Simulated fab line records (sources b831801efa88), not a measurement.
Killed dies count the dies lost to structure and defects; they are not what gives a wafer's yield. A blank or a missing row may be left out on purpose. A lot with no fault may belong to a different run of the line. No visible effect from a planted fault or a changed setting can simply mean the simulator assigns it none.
fab line records | flow sky130 | part 1 of 2: steps 1 to 43 of 44
record lots=6 | wafers=18 | lastDay=50
route steps=708 shown DNWELL@41 PWDE@45 NWELL@56 PAD_OPEN@708
lots untouched by any fault: they come from a run of this same line in which no faults occurred
startH: hours from the record's first day to the start of the lot's first wafer shown | waitH: how many hours have passed since the lot's step before this one | " as in the row above | L1.1+2: a row that stands for several wafers | - value missing, or start not given | * or withheld: withheld | < > ~ a bound
route shown NAME@n: names a module that has steps shown in the file, with the first one's number in the route | usual: average and standard deviation across the fault-free wafers | same: alike in all rows | chamber/n: place in a boat | sites: per-site readings | _std_site: standard deviation of those values | _edge_site: inner sites' mean taken away from outer sites' mean | radiusMm: for every site, how far away it sits from the centre of the wafer | mask NAME#n: copy n | behind: the last tool/chamber to shape the wafer | hold: the reason the lot was held/the length of the hold in hours/how it ended | device: the n, p or np transistor that did not switch | end of line: tests run on the same wafers once the route is complete | for a step that has no rows: nothing shown but its recipe | killed: the dies lost at the first sort to structure and to defects; this is not the yield of the wafer | map: a wafer's dies, x killed, . not, _ none there
set.NAME: the setting that was run; set.NAME@STEP: the one run at that earlier step | model.NAME: the simulator's own value behind a step, which no gauge read
a table for each step, a row for each wafer; lots at some steps of the route
services: the hour from which a tool's chamber was out of use, counted from the record's first day as startH (under 0 if before that day), plus the number of hours and why
## steps
# step SKY_DNWELL_DEVELOP_06
# recipe wallAngleDeg=90 | developer=TMAH | developTimeS=60 | devTempC=23
# step SKY_DNWELL_IMPLANT_07
# recipe species=P | energyKev=withheld | doseCm2=withheld | tiltDeg=withheld
# step SKY_DNWELL_STRIP_08
# recipe chemistry=O2/N2 | powerW=1400 | pressureMtorr=1500 | platenTempC=withheld | o2FlowSccm=3000 | n2FlowSccm=300 | overashFraction=0.5
# usual drypumpMotorCurrentA=5.6/0.56 | o2FlowSccm=2999/9.3 | oesProductAu=0.722/0.0048 | stripTimeToEndpointS=36.93/0.095
# same overashFraction=0.5
lot.wafer | tool           | chamber | startH | waitH | drypumpMotorCurrentA | o2FlowSccm | oesProductAu | rfHoursCounterH | stripTimeToEndpointS
L677.2    | plasmaAsher-01 | 0       | 71.82  | 0.1   | 5.0                  | 2997       | 0.731        | 38              | 36.81
L677.3    | "              | 1       | "      | "     | 6.1                  | 2993       | 0.723        | -               | 36.70
L677.5    | "              | 1       | "      | "     | 6.1                  | 2992       | 0.721        | -               | 36.87
L679.2    | plasmaAsher-02 | 0       | 79.78  | 0.1   | 5.3                  | 3003       | 0.725        | 40              | 37.03
L679.3    | "              | 1       | "      | "     | 5.7                  | 3016       | 0.725        | -               | 36.98
L679.5    | "              | 0       | "      | "     | 5.3                  | 3002       | 0.715        | -               | 37.00
L682.1    | plasmaAsher-01 | 0       | 96.27  | 0.1   | 4.9                  | 2999       | 0.724        | 42              | 36.82
L682.4    | "              | 1       | "      | "     | 6.1                  | 2986       | 0.720        | -               | 36.91
L682.5    | "              | 1       | "      | "     | 6.1                  | 2986       | 0.722        | -               | 36.84
L688.4    | plasmaAsher-04 | 0       | 128.67 | 0.1   | 5.0                  | 2993       | 0.721        | -               | 37.02
L688.5    | "              | 1       | "      | "     | 6.3                  | 2990       | 0.725        | -               | 36.93
L688.6    | "              | 0       | "      | "     | 5.0                  | 3003       | 0.724        | -               | 36.97
L692.1    | plasmaAsher-01 | 1       | 150.21 | 0.1   | 6.1                  | 2997       | 0.721        | 47              | 36.70
L692.2    | "              | 0       | "      | "     | 5.0                  | 3006       | 0.714        | 47              | 36.73
L692.3    | "              | 0       | "      | "     | 5.0                  | 2996       | 0.726        | -               | 36.68
L697.3    | plasmaAsher-04 | 0       | 174.24 | 0.1   | 5.0                  | 3001       | 0.722        | -               | 36.97
L697.4    | "              | 1       | "      | "     | 6.3                  | 2989       | 0.720        | -               | 36.98
L697.5    | "              | 1       | "      | "     | 6.3                  | 2970       | 0.720        | -               | 37.01
# step SKY_DNWELL_TW_MEAS_09
# usual DNWELL_TW=1121/7.8
lot.wafer | tool         | chamber | startH | waitH | DNWELL_TW
L677.2    | filmMetro-02 | -       | 71.93  | 0.1   | 1118
L677.3    | "            | -       | "      | "     | 1112
L677.5    | "            | -       | "      | "     | 1111
L679.2    | filmMetro-04 | -       | 79.89  | 0.1   | 1127
L679.3    | "            | -       | "      | "     | 1126
L679.5    | "            | -       | "      | "     | 1126
L682.1    | filmMetro-02 | -       | 96.37  | 0.1   | 1112
L682.4    | "            | -       | "      | "     | 1110
L682.5    | "            | -       | "      | "     | 1112
L688.4    | filmMetro-01 | -       | 128.76 | 0.1   | 1128
L688.5    | "            | -       | "      | "     | 1129
L688.6    | "            | -       | "      | "     | 1129
L692.1    | filmMetro-01 | -       | 150.31 | 0.1   | 1128
L692.2    | "            | -       | "      | "     | 1114
L692.3    | "            | -       | "      | "     | 1122
L697.3    | filmMetro-04 | -       | 174.33 | 0.1   | 1117
L697.4    | "            | -       | "      | "     | 1119
L697.5    | "            | -       | "      | "     | 1123
# step SKY_PWDE_DEHYDRATE_00
# recipe tempC=200 | timeS=60
# step SKY_PWDE_HMDS_01
# recipe primeTimeS=60 | primeTempC=120
# step SKY_PWDE_COAT_02
# recipe spinRpm=2000 | resistThkNm=3000
# step SKY_PWDE_SOFTBAKE_03
# recipe tempC=110 | timeS=withheld
# step SKY_PWDE_EXPOSE_04
# recipe maskId=PWDEM | na=0.6 | sourceShape=conventional | sigmaOuter=0.6 | polarization=unpolarized | targetCdNm=840 | doseMj=214
# step SKY_PWDE_PEB_05
# recipe tempC=115 | timeS=withheld
# step SKY_PWDE_DEVELOP_06
# recipe wallAngleDeg=90 | developer=TMAH | developTimeS=60 | devTempC=23
# step SKY_PWDE_OVL_MEAS_07
# usual PWDE_OVL=1.4/1.7
lot.wafer | tool       | chamber | startH | waitH | PWDE_OVL[nm]
L677.2    | overlay-02 | -       | 88.67  | -     | 0.1
L677.3    | "          | -       | "      | "     | -0.4
L677.5    | "          | -       | "      | "     | 0.5
L679.2    | overlay-02 | -       | 97.32  | -     | -0.2
L679.3    | "          | -       | "      | "     | 3.4
L679.5    | "          | -       | "      | "     | 1.7
L682.1    | overlay-01 | -       | 114.76 | -     | 2.8
L682.4    | "          | -       | "      | "     | 3.4
L682.5    | "          | -       | "      | "     | 4.0
L688.4    | overlay-01 | -       | 147.58 | -     | 3.6
L688.5    | "          | -       | "      | "     | 1.1
L688.6    | "          | -       | "      | "     | 2.2
L692.1    | overlay-01 | -       | 170.70 | -     | 2.1
L692.2    | "          | -       | "      | "     | 2.7
L692.3    | "          | -       | "      | "     | 2.8
L697.3    | overlay-01 | -       | 196.63 | -     | 2.3
L697.4    | "          | -       | "      | "     | 1.4
L697.5    | "          | -       | "      | "     | 1.5
# step SKY_PWDE_IMPLANT_08
# recipe species=B | energyKev=150 | doseCm2=3.6e+12 | tiltDeg=withheld
# usual beamOnS=10.01/0.21 | endStationPressureTorr=5.02e-06/2.7e-07 | faradayCurrentUA=20.3/0.42
lot.wafer | tool         | chamber | startH | waitH | beamOnS | endStationPressureTorr | faradayCurrentUA
L677.2    | implanter-01 | 0       | 88.73  | 0.0   | 10.13   | 5.26e-06               | 19.9
L677.3    | "            | 0       | "      | "     | 9.97    | 5.28e-06               | 20.4
L677.5    | "            | 0       | "      | "     | 10.42   | 5.54e-06               | 19.5
L679.2    | implanter-03 | 0       | 97.37  | 0.0   | 9.87    | 4.93e-06               | 20.5
L679.3    | "            | 0       | "      | "     | 9.98    | 5.12e-06               | 20.4
L679.5    | "            | 0       | "      | "     | 9.85    | 4.94e-06               | 20.6
L682.1    | implanter-02 | 0       | 114.80 | 0.0   | 10.08   | 4.68e-06               | 20.2
L682.4    | "            | 0       | "      | "     | 10.14   | 5.23e-06               | 20.1
L682.5    | "            | 0       | "      | "     | 9.83    | 4.77e-06               | 20.6
L688.4    | implanter-01 | 0       | 147.67 | 0.1   | 12.21   | 8.772e-05              | 16.8
L688.5    | "            | 0       | "      | "     | 11.50   | 9.533e-05              | 17.8
L688.6    | "            | 0       | "      | "     | 11.99   | 9.074e-05              | 17.2
L692.1    | implanter-01 | 0       | 170.74 | 0.0   | 11.65   | 8.938e-05              | 17.6
L692.2    | "            | 0       | "      | "     | 12.13   | 0.00010303             | 16.9
L692.3    | "            | 0       | "      | "     | 12.05   | 9.661e-05              | 17.0
L697.3    | implanter-02 | 0       | 196.70 | 0.1   | 10.28   | 4.71e-06               | 19.7
L697.4    | "            | 0       | "      | "     | 9.96    | 5.02e-06               | 20.3
L697.5    | "            | 0       | "      | "     | 9.70    | 4.74e-06               | 20.9
# step SKY_PWDE_STRIP_09
# recipe chemistry=O2/N2 | powerW=1400 | pressureMtorr=1500 | platenTempC=withheld | o2FlowSccm=3000 | n2FlowSccm=300 | overashFraction=0.5
# usual drypumpMotorCurrentA=5.6/0.53 | o2FlowSccm=3001/9 | oesProductAu=0.722/0.0047 | stripTimeToEndpointS=36.97/0.09
# same overashFraction=0.5
lot.wafer | tool           | chamber | startH | waitH | drypumpMotorCurrentA | o2FlowSccm | oesProductAu | rfHoursCounterH | stripTimeToEndpointS
L677.2    | plasmaAsher-01 | 0       | 88.85  | 0.1   | 5.0                  | 3009       | 0.727        | 41              | 36.91
L677.3    | "              | 0       | "      | "     | 5.0                  | 3016       | 0.717        | -               | 36.99
L677.5    | "              | 1       | "      | "     | 6.1                  | 3013       | 0.729        | -               | 36.98
L679.2    | plasmaAsher-03 | 0       | 97.50  | 0.1   | 5.6                  | 2997       | 0.720        | 38              | 37.02
L679.3    | "              | 0       | "      | "     | 5.6                  | 3003       | 0.719        | -               | 36.92
L679.5    | "              | 0       | "      | "     | 5.6                  | 3002       | 0.730        | -               | 36.94
L682.1    | plasmaAsher-04 | 1       | 114.95 | 0.1   | 6.3                  | 2989       | 0.722        | 31              | 36.99
L682.4    | "              | 0       | "      | "     | 5.1                  | 3011       | 0.723        | -               | 36.99
L682.5    | "              | 1       | "      | "     | 6.3                  | 3003       | 0.726        | -               | 37.01
L688.4    | plasmaAsher-03 | 0       | 147.78 | 0.1   | 5.6                  | 3007       | 0.732        | -               | 36.87
L688.5    | "              | 1       | "      | "     | 5.8                  | 3006       | 0.714        | -               | 36.88
L688.6    | "              | 0       | "      | "     | 5.6                  | 3010       | 0.718        | -               | 36.95
L692.1    | plasmaAsher-01 | 1       | 170.89 | 0.1   | 6.1                  | 2988       | 0.722        | 49              | 36.83
L692.2    | "              | 0       | "      | "     | 5.0                  | 3001       | 0.726        | 49              | 36.88
L692.3    | "              | 0       | "      | "     | 4.9                  | 3011       | 0.719        | -               | 36.96
L697.3    | plasmaAsher-04 | 0       | 196.83 | 0.1   | 5.1                  | 2995       | 0.724        | -               | 36.92
L697.4    | "              | 1       | "      | "     | 6.3                  | 3006       | 0.720        | -               | 36.94
L697.5    | "              | 0       | "      | "     | 5.0                  | 3007       | 0.724        | -               | 36.96
# step SKY_PWDE_TW_MEAS_10
# usual PWDE_TW=376.3/2.4
lot.wafer | tool         | chamber | startH | waitH | PWDE_TW
L677.2    | filmMetro-04 | -       | 88.96  | 0.1   | 378.4
L677.3    | "            | -       | "      | "     | 378.0
L677.5    | "            | -       | "      | "     | 378.3
L679.2    | filmMetro-04 | -       | 97.61  | 0.1   | 377.3
L679.3    | "            | -       | "      | "     | 376.5
L679.5    | "            | -       | "      | "     | 374.4
L682.1    | filmMetro-02 | -       | 115.05 | 0.1   | 375.7
L682.4    | "            | -       | "      | "     | 374.4
L682.5    | "            | -       | "      | "     | 375.1
L688.4    | filmMetro-04 | -       | 147.88 | 0.1   | 400.4
L688.5    | "            | -       | "      | "     | 402.6
L688.6    | "            | -       | "      | "     | 402.3
L692.1    | filmMetro-04 | -       | 170.99 | 0.1   | 397.5
L692.2    | "            | -       | "      | "     | 397.9
L692.3    | "            | -       | "      | "     | 398.4
L697.3    | filmMetro-01 | -       | 196.92 | 0.1   | 379.3
L697.4    | "            | -       | "      | "     | 377.6
L697.5    | "            | -       | "      | "     | 378.5
# step SKY_NWELL_DEHYDRATE_03
# recipe tempC=200 | timeS=60
# step SKY_NWELL_HMDS_04
# recipe primeTimeS=60 | primeTempC=120
# step SKY_NWELL_COAT_05
# recipe spinRpm=2000 | resistThkNm=3000
# step SKY_NWELL_SOFTBAKE_06
# recipe tempC=110 | timeS=withheld
# step SKY_NWELL_EXPOSE_07
# recipe maskId=NWM | na=0.6 | sourceShape=conventional | sigmaOuter=0.6 | polarization=unpolarized | targetCdNm=840 | doseMj=255
# step SKY_NWELL_PEB_08
# recipe tempC=115 | timeS=withheld
# step SKY_NWELL_DEVELOP_09
# recipe wallAngleDeg=90 | developer=TMAH | developTimeS=60 | devTempC=23
# step SKY_NWELL_OVL_MEAS_10
# usual NWELL_00_OVL=0.5/1.4
lot.wafer | tool       | chamber | startH | waitH | NWELL_00_OVL[nm]
L677.2    | overlay-01 | -       | 106.89 | -     | 0.8
L677.3    | "          | -       | "      | "     | 0.0
L677.5    | "          | -       | "      | "     | -0.2
L679.2    | overlay-02 | -       | 115.74 | -     | 1.9
L679.3    | "          | -       | "      | "     | 0.1
L679.5    | "          | -       | "      | "     | 1.3
L682.1    | overlay-02 | -       | 134.35 | -     | -1.5
L682.4    | "          | -       | "      | "     | 0.5
L682.5    | "          | -       | "      | "     | 1.3
L688.4    | overlay-01 | -       | 168.10 | -     | 1.6
L688.5    | "          | -       | "      | "     | 1.3
L688.6    | "          | -       | "      | "     | 1.0
L692.1    | overlay-01 | -       | 192.71 | -     | 1.6
L692.2    | "          | -       | "      | "     | 1.9
L692.3    | "          | -       | "      | "     | 0.4
L697.3    | overlay-02 | -       | 218.27 | -     | -1.5
L697.4    | "          | -       | "      | "     | -0.3
L697.5    | "          | -       | "      | "     | -3.3
# step SKY_NWELL_IMPLANT_11
# recipe species=P | energyKev=400 | doseCm2=1.9e+13 | tiltDeg=withheld
# step SKY_NWELL_IMPLANT_12
# recipe species=P | energyKev=120 | doseCm2=1.3e+12 | tiltDeg=withheld
# step SKY_NWELL_IMPLANT_13
# recipe species=P | energyKev=50 | doseCm2=7e+11 | tiltDeg=withheld
# step SKY_NWELL_STRIP_14
# recipe chemistry=O2/N2 | powerW=1400 | pressureMtorr=1500 | platenTempC=withheld | o2FlowSccm=3000 | n2FlowSccm=300 | overashFraction=0.5
# usual drypumpMotorCurrentA=5.6/0.5 | o2FlowSccm=3000/10 | oesProductAu=0.723/0.0046 | stripTimeToEndpointS=36.94/0.13
# same overashFraction=0.5
lot.wafer | tool           | chamber | startH | waitH | drypumpMotorCurrentA | o2FlowSccm | oesProductAu | rfHoursCounterH | stripTimeToEndpointS
L677.2    | plasmaAsher-02 | 1       | 107.37 | 0.1   | 5.7                  | 2983       | 0.731        | 43              | 37.13
L677.3    | "              | 0       | "      | "     | 5.3                  | 3021       | 0.724        | -               | 37.15
L677.5    | "              | 1       | "      | "     | 5.7                  | 2982       | 0.725        | -               | 37.14
L679.2    | plasmaAsher-04 | 0       | 116.22 | 0.1   | 5.0                  | 3002       | 0.721        | 32              | 37.15
L679.3    | "              | 0       | "      | "     | 5.0                  | 2994       | 0.720        | -               | 37.16
L679.5    | "              | 0       | "      | "     | 5.0                  | 2997       | 0.730        | -               | 37.12
L682.1    | plasmaAsher-02 | 1       | 134.84 | 0.1   | 5.7                  | 3022       | 0.719        | 2               | 37.00
L682.4    | "              | 0       | "      | "     | 5.3                  | 2998       | 0.726        | -               | 37.07
L682.5    | "              | 1       | "      | "     | 5.7                  | 3009       | 0.726        | -               | 37.01
L688.4    | plasmaAsher-03 | 0       | 168.60 | 0.1   | 5.5                  | 3000       | 0.724        | -               | 36.75
L688.5    | "              | 1       | "      | "     | 5.8                  | 3002       | 0.717        | -               | 36.82
L688.6    | "              | 0       | "      | "     | 5.5                  | 3005       | 0.717        | -               | 36.76
L692.1    | plasmaAsher-04 | 0       | 193.20 | 0.1   | 5.0                  | 2985       | 0.716        | 39              | 36.91
L692.2    | "              | 1       | "      | "     | 6.3                  | 3013       | 0.719        | 39              | 36.87
L692.3    | "              | 1       | "      | "     | 6.3                  | 3017       | 0.721        | -               | 37.03
L697.3    | plasmaAsher-04 | 1       | 218.78 | 0.1   | 6.4                  | 3003       | 0.729        | -               | 36.70
L697.4    | "              | 0       | "      | "     | 5.0                  | 3003       | 0.718        | -               | 36.80
L697.5    | "              | 0       | "      | "     | 5.0                  | 2998       | 0.724        | -               | 36.73
# step SKY_NWELL_TW_MEAS_15
# usual NWELL_TW=1832/11
lot.wafer | tool         | chamber | startH | waitH | NWELL_TW
L677.2    | filmMetro-02 | -       | 107.48 | 0.1   | 1821
L677.3    | "            | -       | "      | "     | 1827
L677.5    | "            | -       | "      | "     | 1820
L679.2    | filmMetro-04 | -       | 116.33 | 0.1   | 1824
L679.3    | "            | -       | "      | "     | 1823
L679.5    | "            | -       | "      | "     | 1828
L682.1    | filmMetro-01 | -       | 134.94 | 0.1   | 1848
L682.4    | "            | -       | "      | "     | 1851
L682.5    | "            | -       | "      | "     | 1845
L688.4    | filmMetro-04 | -       | 168.70 | 0.1   | 1825
L688.5    | "            | -       | "      | "     | 1833
L688.6    | "            | -       | "      | "     | 1834
L692.1    | filmMetro-04 | -       | 193.30 | 0.1   | 1842
L692.2    | "            | -       | "      | "     | 1847
L692.3    | "            | -       | "      | "     | 1842
L697.3    | filmMetro-04 | -       | 218.87 | 0.1   | 1838
L697.4    | "            | -       | "      | "     | 1848
L697.5    | "            | -       | "      | "     | 1848
# step SKY_NWELL_DEHYDRATE_16
# recipe tempC=200 | timeS=60
# step SKY_NWELL_HMDS_17
# recipe primeTimeS=60 | primeTempC=120
# step SKY_NWELL_COAT_18
# recipe spinRpm=2000 | resistThkNm=3000
# step SKY_NWELL_SOFTBAKE_19
# recipe tempC=110 | timeS=withheld
# step SKY_NWELL_EXPOSE_20
# recipe maskId=NWM_COMPLEMENT | na=0.6 | sourceShape=conventional | sigmaOuter=0.6 | polarization=unpolarized | targetCdNm=840 | doseMj=260
# step SKY_NWELL_PEB_21
# recipe tempC=115 | timeS=withheld
# step SKY_NWELL_DEVELOP_22
# recipe wallAngleDeg=90 | developer=TMAH | developTimeS=60 | devTempC=23
# step SKY_NWELL_OVL_MEAS_23
# usual NWELL_01_OVL=0.3/1.5
lot.wafer | tool       | chamber | startH | waitH | NWELL_01_OVL[nm]
L677.2    | overlay-01 | -       | 125.71 | -     | -1.5
L677.3    | "          | -       | "      | "     | 1.8
L677.5    | "          | -       | "      | "     | 1.1
L679.2    | overlay-02 | -       | 135.22 | -     | 1.0
L679.3    | "          | -       | "      | "     | 1.4
L679.5    | "          | -       | "      | "     | 0.7
L682.1    | overlay-02 | -       | 154.95 | -     | 0.4
L682.4    | "          | -       | "      | "     | 0.3
L682.5    | "          | -       | "      | "     | 0.3
L688.4    | overlay-01 | -       | 189.67 | -     | 1.0
L688.5    | "          | -       | "      | "     | -0.5
L688.6    | "          | -       | "      | "     | 1.9
L692.1    | overlay-01 | -       | 215.71 | -     | 1.1
L692.2    | "          | -       | "      | "     | 0.5
L692.3    | "          | -       | "      | "     | -0.7
L697.3    | overlay-01 | -       | 241.11 | -     | 0.9
L697.4    | "          | -       | "      | "     | -0.7
L697.5    | "          | -       | "      | "     | 1.0
# step SKY_NWELL_IMPLANT_24
# recipe species=B | energyKev=140 | doseCm2=9.2e+12 | tiltDeg=withheld
# step SKY_NWELL_STRIP_25
# recipe chemistry=O2/N2 | powerW=1400 | pressureMtorr=1500 | platenTempC=withheld | o2FlowSccm=3000 | n2FlowSccm=300 | overashFraction=0.5
# usual drypumpMotorCurrentA=5.6/0.5 | o2FlowSccm=3000/7.7 | oesProductAu=0.722/0.0044 | stripTimeToEndpointS=36.95/0.091
# same overashFraction=0.5
lot.wafer | tool           | chamber | startH | waitH | drypumpMotorCurrentA | o2FlowSccm | oesProductAu | rfHoursCounterH | stripTimeToEndpointS
L677.2    | plasmaAsher-03 | 1       | 125.89 | 0.1   | 5.8                  | 2995       | 0.728        | 39              | 37.05
L677.3    | "              | 0       | "      | "     | 5.6                  | 3004       | 0.725        | -               | 36.99
L677.5    | "              | 1       | "      | "     | 5.8                  | 3009       | 0.722        | -               | 37.04
L679.2    | plasmaAsher-02 | 1       | 135.40 | 0.1   | 5.7                  | 3003       | 0.715        | 2               | 37.13
L679.3    | "              | 0       | "      | "     | 5.3                  | 3003       | 0.725        | -               | 37.09
L679.5    | "              | 0       | "      | "     | 5.3                  | 3000       | 0.727        | -               | 37.00
L682.1    | plasmaAsher-04 | 0       | 155.14 | 0.1   | 5.0                  | 3005       | 0.724        | 36              | 36.85
L682.4    | "              | 0       | "      | "     | 5.0                  | 2987       | 0.723        | -               | 36.94
L682.5    | "              | 0       | "      | "     | 5.0                  | 3006       | 0.725        | -               | 36.90
L688.4    | plasmaAsher-02 | 1       | 189.87 | 0.1   | 5.7                  | 3007       | 0.726        | -               | 36.80
L688.5    | "              | 0       | "      | "     | 5.3                  | 3012       | 0.719        | -               | 36.87
L688.6    | "              | 1       | "      | "     | 5.7                  | 3007       | 0.722        | -               | 36.89
L692.1    | plasmaAsher-03 | 1       | 215.90 | 0.1   | 5.8                  | 2992       | 0.718        | 48              | 36.87
L692.2    | "              | 0       | "      | "     | 5.6                  | 3010       | 0.727        | 48              | 36.76
L692.3    | "              | 1       | "      | "     | 5.8                  | 3004       | 0.722        | -               | 36.91
L697.3    | plasmaAsher-03 | 1       | 241.32 | 0.1   | 5.8                  | 2988       | 0.721        | -               | 36.88
L697.4    | "              | 0       | "      | "     | 5.6                  | 3000       | 0.725        | -               | 36.87
L697.5    | "              | 0       | "      | "     | 5.6                  | 3020       | 0.721        | -               | 36.89
# step SKY_NWELL_TW_MEAS_26
# usual NWELL_2_TW=499/4.1
lot.wafer | tool         | chamber | startH | waitH | NWELL_2_TW
L677.2    | filmMetro-04 | -       | 126.00 | 0.1   | 499
L677.3    | "            | -       | "      | "     | 497
L677.5    | "            | -       | "      | "     | 498
L679.2    | filmMetro-02 | -       | 135.51 | 0.1   | 497
L679.3    | "            | -       | "      | "     | 492
L679.5    | "            | -       | "      | "     | 497
L682.1    | filmMetro-04 | -       | 155.24 | 0.1   | 504
L682.4    | "            | -       | "      | "     | 502
L682.5    | "            | -       | "      | "     | 502
L688.4    | filmMetro-02 | -       | 189.97 | 0.1   | 494
L688.5    | "            | -       | "      | "     | 493
L688.6    | "            | -       | "      | "     | 496
L692.1    | filmMetro-02 | -       | 216.00 | 0.1   | 495
L692.2    | "            | -       | "      | "     | 494
L692.3    | "            | -       | "      | "     | 494
L697.3    | filmMetro-04 | -       | 241.41 | 0.1   | 501
L697.4    | "            | -       | "      | "     | 501
L697.5    | "            | -       | "      | "     | 502
# step SKY_NWELL_CLEAN_27
# recipe chemistry=SC1/SC2 | mix=1:4:20 | tempC=70 | timeS=150 | dry=n2Spin
# step SKY_NWELL_RTA_28
# recipe tempC=1050 | timeS=30 | idleTempC=650 | rampUpCPerS=150 | rampDownCPerS=90 | ambient=N2
# usual lampPowerPct=25.31/0.053 | rampDownCPerS=90.003/0.017 | wafer_temp_C_max=1054.8/0.85
# same timeS=30
lot.wafer | tool         | chamber | startH | waitH | lampPowerPct | rampDownCPerS | wafer_temp_C_max
L677.2    | rtpAnneal-01 | 0       | 126.11 | 0.0   | 25.35        | 90.007        | 1054.3
L677.3    | "            | 0       | "      | "     | 25.41        | 89.998        | 1054.9
L677.5    | "            | 0       | "      | "     | 25.18        | 90.010        | 1056.4
L679.2    | rtpAnneal-01 | 0       | 135.63 | 0.0   | 25.39        | 90.013        | 1054.7
L679.3    | "            | 0       | "      | "     | 25.35        | 90.002        | 1053.2
L679.5    | "            | 0       | "      | "     | 25.30        | 90.026        | 1054.7
L682.1    | rtpAnneal-01 | 0       | 155.35 | 0.0   | 25.31        | 89.997        | 1055.2
L682.4    | "            | 0       | "      | "     | 25.46        | 89.998        | 1054.4
L682.5    | "            | 0       | "      | "     | 25.32        | 89.993        | 1054.3
L688.4    | rtpAnneal-02 | 0       | 190.10 | 0.1   | 25.29        | 90.022        | 1053.8
L688.5    | "            | 0       | "      | "     | 25.31        | 90.045        | 1053.5
L688.6    | "            | 0       | "      | "     | 25.31        | 89.986        | 1055.1
L692.1    | rtpAnneal-02 | 0       | 216.11 | 0.0   | 25.32        | 89.988        | 1056.4
L692.2    | "            | 0       | "      | "     | 25.29        | 90.013        | 1054.4
L692.3    | "            | 0       | "      | "     | 25.27        | 90.003        | 1054.9
L697.3    | rtpAnneal-02 | 0       | 241.53 | 0.0   | 25.25        | 90.030        | 1054.6
L697.4    | "            | 0       | "      | "     | 25.33        | 90.007        | 1055.1
L697.5    | "            | 0       | "      | "     | 25.29        | 90.026        | 1055.8
# step SKY_NWELL_RS_MEAS_29
# recipe thkMeasGauge=four-point-probe
# usual NWELL_RS=625.0/1.4
lot.wafer | tool         | chamber | startH | waitH | NWELL_RS[ohm/sq]
L677.2    | filmMetro-01 | -       | 126.22 | 0.1   | 626.2
L677.3    | "            | -       | "      | "     | 626.7
L677.5    | "            | -       | "      | "     | 626.2
L679.2    | filmMetro-02 | -       | 135.73 | 0.1   | 625.0
L679.3    | "            | -       | "      | "     | 626.7
L679.5    | "            | -       | "      | "     | 628.0
L682.1    | filmMetro-01 | -       | 155.45 | 0.1   | 623.0
L682.4    | "            | -       | "      | "     | 624.7
L682.5    | "            | -       | "      | "     | 622.7
L688.4    | filmMetro-04 | -       | 190.21 | 0.1   | 625.4
L688.5    | "            | -       | "      | "     | 625.4
L688.6    | "            | -       | "      | "     | 626.3
L692.1    | filmMetro-04 | -       | 216.21 | 0.1   | 624.3
L692.2    | "            | -       | "      | "     | 624.5
L692.3    | "            | -       | "      | "     | 626.0
L697.3    | filmMetro-02 | -       | 241.64 | 0.1   | 623.5
L697.4    | "            | -       | "      | "     | 624.1
L697.5    | "            | -       | "      | "     | 622.7
# step SKY_NWELL_RS_MEAS_31
# recipe thkMeasGauge=four-point-probe
# usual PWDE_RS=5274/18
lot.wafer | tool         | chamber | startH | waitH | PWDE_RS[ohm/sq]
L677.2    | filmMetro-01 | -       | 126.46 | 0.1   | 5258
L677.3    | "            | -       | "      | "     | 5263
L677.5    | "            | -       | "      | "     | 5279
L679.2    | filmMetro-02 | -       | 135.97 | 0.1   | 5283
L679.3    | "            | -       | "      | "     | 5273
L679.5    | "            | -       | "      | "     | 5295
L682.1    | filmMetro-01 | -       | 155.69 | 0.1   | 5259
L682.4    | "            | -       | "      | "     | 5246
L682.5    | "            | -       | "      | "     | 5251
L688.4    | filmMetro-04 | -       | 190.45 | 0.1   | 4529
L688.5    | "            | -       | "      | "     | 4507
L688.6    | "            | -       | "      | "     | 4531
L692.1    | filmMetro-04 | -       | 216.45 | 0.1   | 4525
L692.2    | "            | -       | "      | "     | 4547
L692.3    | "            | -       | "      | "     | 4537
L697.3    | filmMetro-02 | -       | 241.88 | 0.1   | 5268
L697.4    | "            | -       | "      | "     | 5269
L697.5    | "            | -       | "      | "     | 5271
## key
firstSign step=SKY_PWDE_IMPLANT_08 | reading=endStationPressureTorr | direction=up | sigmas=99+ | usual=5.02e-06 | struck=9.38e-05
effect step=SKY_PWDE_IMPLANT_08 | reading=beamOnS | direction=up | sigmas=9.3 | usual=10.01 | struck=11.92
effect step=SKY_PWDE_TW_MEAS_10 | reading=PWDE_TW | direction=up | sigmas=9.8 | usual=376.3 | struck=399.9
effect step=SKY_NWELL_RS_MEAS_31 | reading=PWDE_RS | direction=down | sigmas=41 | usual=5274 | struck=4529
modelEffect step=SKY_PAD_OPEN_PROBE_99 | value=etest.res_p_drift_20v.lineOhmUm | without=1.124e+04 | struck=9479
metAt SKY_PWDE_IMPLANT_08
struckWafers L688.4,L688.5,L688.6,L692.1,L692.2,L692.3
testerLeftOut L688,L692
onsetBetween 88.73 147.67
fault kind=processParameterDrift | tool=implanter-01 | chamber=- | onsetH=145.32 | steps=SKY_PWDE_IMPLANT_08 | channel=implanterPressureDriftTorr | offset=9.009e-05 | shape=step | endH=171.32
fault kind=processParameterDrift | tool=implanter-01 | chamber=- | onsetH=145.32 | steps=SKY_PWDE_IMPLANT_08 | channel=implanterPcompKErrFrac | offset=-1 | shape=step | endH=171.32
# testerLeftOut: of these lots the tester's yield and bins aren't shown, on N5 and GAA mostly nor the transistor test; their killed dies are dies lost to structure and defects alone, not to doping, threshold or leakage, so they don't give the yield
